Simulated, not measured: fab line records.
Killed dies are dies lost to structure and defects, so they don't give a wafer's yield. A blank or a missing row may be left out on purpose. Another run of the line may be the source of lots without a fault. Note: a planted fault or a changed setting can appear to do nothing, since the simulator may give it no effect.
Problem report, 8D (eight disciplines) form, completed by code -- flow gf180mcu -- the parts of the form that need people (team, actions taken, sign-off) are left out

== 1. THE ISSUE ==
V2_W_RS at GF_V2_RS_MEAS_24 reads a mean of 0.441 ohm/sq on 4 wafers of 2 lots; wafers without a fault read 0.327 ohm/sq with a standard deviation of 0.0053. Measured from the usual mean, that is +22 standard deviations.
The step: measures by four-point-probe.
Earliest sighting: wafer L183.1 on film-metro-04 at day 23 23:45. Wafers with a number at this step in the record: 33, from 11 lots. Rule for "out", or "out of limits": more than 4 standard deviations from the usual mean. The rest of the wafers with a number are treated as sound.

== 2. WHAT IT IS, AND WHAT IT ISN'T ==
question,is,is not
which readings at this step,V2_W_RS,-
which lots,"L183, L185","L173, L174, L176, L177, L179, L192, L194, L195, L196"
which wafers of those lots,"L183.1, L183.3, L185.2, L185.6","L183.2, L185.5"
read on which gauges,film-metro-04,"film-metro-01, film-metro-03"
when,from day 23 23:45,"up to then (16 sound wafers); but 13 sound wafers of L185, L192, L194, L195, L196 came after"

== 3. SUSPECTS, AND WHAT RULES EACH OUT ==
Counting: a tool at a process step up to the reading stays a suspect if it ran every lot that is out. Sound lots after the first of them don't rule it out here, since some wafers of a struck lot are sound.
- ruled out: the gauge at GF_V2_RS_MEAS_24. All the wafers that are out were read on film-metro-04, but those of them that GF_V2_CVD_23 has rows for are out there too, on other tools.
- cvd-w-02 at GF_V2_CVD_23 (deposits W, target thk 350 nm, time 104.94 s): kept. It processed each lot that is out (first: L183, day 23 23:38); up to then, its last sound lot is L179 (day 23 07:04). On those wafers its own readings are out: susceptor-temp-C.
- Within cvd-w-02 at GF_V2_CVD_23, the wafers that are out were processed in chamber 1 and their sound lot-mates in chamber 0.
The count leaves cvd-w-02 at GF_V2_CVD_23.

== 4. THE CAUSE (what the simulator had put in) ==
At GF_V2_CVD_23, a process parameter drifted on cvd-w-02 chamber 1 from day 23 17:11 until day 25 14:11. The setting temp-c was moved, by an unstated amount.
Only this tool survived the counting.

== 5. THE EFFECT CHAIN, in route order ==
Rows list readings where the struck wafers' mean (over those with a number) sits beyond 3 standard deviations from the usual. Only readings for which the record gives a usual standard deviation are gone through. hours: the time from each lot's start at the first step in this table that gives one to its start at this step, as a median over the lots. sigmas: the change in usual standard deviations.
hours,step,reading,usual,on struck wafers,change,sigmas
0,GF_V2_CVD_23,susceptor-temp-C,400.04 C,384.60,-15.44,-74
0,GF_V2_RS_MEAS_24,V2_W_RS,0.327 ohm/sq,0.441,+0.114,+22
0,GF_V2_THK_MEAS_25,V2_W_THK,353 nm,262,-91,-15
0,GF_V2_CMP_26,time-to-endpoint-s,84 s,62,-22,-7.0
Its process steps:
- GF_V2_CVD_23: deposits W, target thk 350 nm, time 104.94 s.
- GF_V2_CMP_26: polishes, stops on SiO2, t overpolish 16.27 s, target thk 0 nm.
Later steps that measure or inspect, where all struck wafers having a row at the step show a number for every such reading and not one has moved that far: GF_M3_CD_MEAS_14.

== 6. HOW IT WOULD HAVE BEEN CAUGHT EARLIER ==
Counted from the fault's start at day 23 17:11, it took 7 hours until the first out-of-limits reading at a measuring or inspecting step in this record, taken at day 23 23:45.
At GF_V2_CVD_23, the tool's own readings (susceptor-temp-C) were out on each struck wafer the step has a row for, so an alarm limit on them would have fired on the first such wafer.
Lots out: 2; of these, L185 started GF_V2_CVD_23 on cvd-w-02 after day 23 23:45. It would have been spared by a hold on the tool at that moment.
